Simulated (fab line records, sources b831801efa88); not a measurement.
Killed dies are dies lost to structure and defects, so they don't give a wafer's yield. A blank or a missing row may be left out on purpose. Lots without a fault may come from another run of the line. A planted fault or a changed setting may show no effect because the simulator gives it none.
A struck lot beside a sound one | flow sky130 | 15 steps out of a route of 708
Sound: wafers L442.1, L442.4, L442.5. Struck: wafers L452.1, L452.3, L452.5. The cause comes at the end.
At each step with rows: each side's tool, then ch and its chambers, then its first start. Under that, the readings that differ: sound wafers | struck wafers | difference of the means | sigmas: that difference in standard deviations of wafers without a fault.
alike: readings whose means differ by less than 2 such deviations, and words and numbers that are the same on both sides. not compared: withheld readings, readings that some wafer has no value for, bounds like >300 that may hide the same value, and numbers for which the record gives no deviation and whose values overlap.
The two part at a step that has a row with sigmas, a row that says differs or no value, or rows on one side only. Numbers that don't overlap but have no deviation are shown without sigmas and don't part them. A reading that every wafer of one side lacks parts them only if that side has two wafers or more.

SKY_METAL2_STRIP_20: strips in O2/N2.
  sound on plasma_asher-01 ch 0,1, day 35 13:11; struck on plasma_asher-02 ch 0,1, day 39 09:34
  alike: drypump_motor_current_A, oes_product_au, strip_time_to_endpoint_s
  not compared: rf_hours_counter_h
then, 4 steps without rows for these wafers: SKY_METAL2_STRIP_21 (strips in post etch residue remover, time 1200 s); SKY_METAL2_CLEAN_22 (cleans in IPA, time 180 s); SKY_METAL2_CLEAN_23 (cleans in O3/DIW); SKY_VIA2_HDPCVD_00 (deposits SiO2, target thk 1180 nm, time 196.7 s).
SKY_VIA2_THK_MEAS_01:
  sound on film_metro-04, day 35 13:55; struck on film_metro-04, day 39 10:23
  alike: VIA2_HDPCVD_THK
SKY_VIA2_CMP_02: polishes SiO2.
  sound on cmp-01 ch 0,2,3, day 35 13:59; struck on cmp-02 ch 0,1,2, day 39 10:47
  alike: motor_current_A
SKY_VIA2_BOW_MEAS_03:
  sound on film_metro-04, day 35 14:17; struck on film_metro-01, day 39 11:02
  reading       | sound    | struck   | difference | sigmas
  VIA2_BOW (um) | 87 74 71 | 95 91 95 | +16        | +2
then, 4 steps without rows for these wafers: SKY_VIA2_DEHYDRATE_04 (time 60 s); SKY_VIA2_HMDS_05 (prime time 60 s); SKY_VIA2_COAT_06 (resist thk 60 nm); SKY_VIA2_COAT_07 (resist thk 450 nm).
SKY_VIA2_SOFTBAKE_08: time 90 s.
  sound on litho_track-01 ch 0, day 36 03:00; struck on litho_track-04 ch 0, day 39 23:00
  reading                  | sound             | struck            | difference | sigmas
  heater_power_total_W (W) | 57.60 57.37 57.51 | 76.44 76.42 76.46 | +18.95     | +99 or more
  run_length_s (s)         | 118.7 118.7 118.6 | 67.0 67.2 67.1    | -51.6      | -99 or more
then, 1 step without rows for these wafers: SKY_VIA2_EXPOSE_09 (exposes mask VIM2, target cd 200 nm).
-- the record jumps here: 9 days lie between the struck wafers' starts before and after (it left off in module VIA2 and takes up again in module PAD_OPEN, whose first step shown is number 708 of the route) --
SKY_PAD_OPEN_PROBE_99:
  sound on prober-01, day 46 06:14; struck on prober-02, day 49 04:49
  reading         | sound | struck | difference | sigmas
  killed_at_other | 0 1 0 | 2 1 2  | +1         | +2
  alike: defect_limited_yield, killed_at_M0_to_M3, killed_at_M4_up, killed_at_contacts, killed_at_front_end, killed_dies, killed_open, killed_short

WHERE THEY PART
First at SKY_VIA2_BOW_MEAS_03; last, within this record, at SKY_PAD_OPEN_PROBE_99.

WHY: what the simulator had put in
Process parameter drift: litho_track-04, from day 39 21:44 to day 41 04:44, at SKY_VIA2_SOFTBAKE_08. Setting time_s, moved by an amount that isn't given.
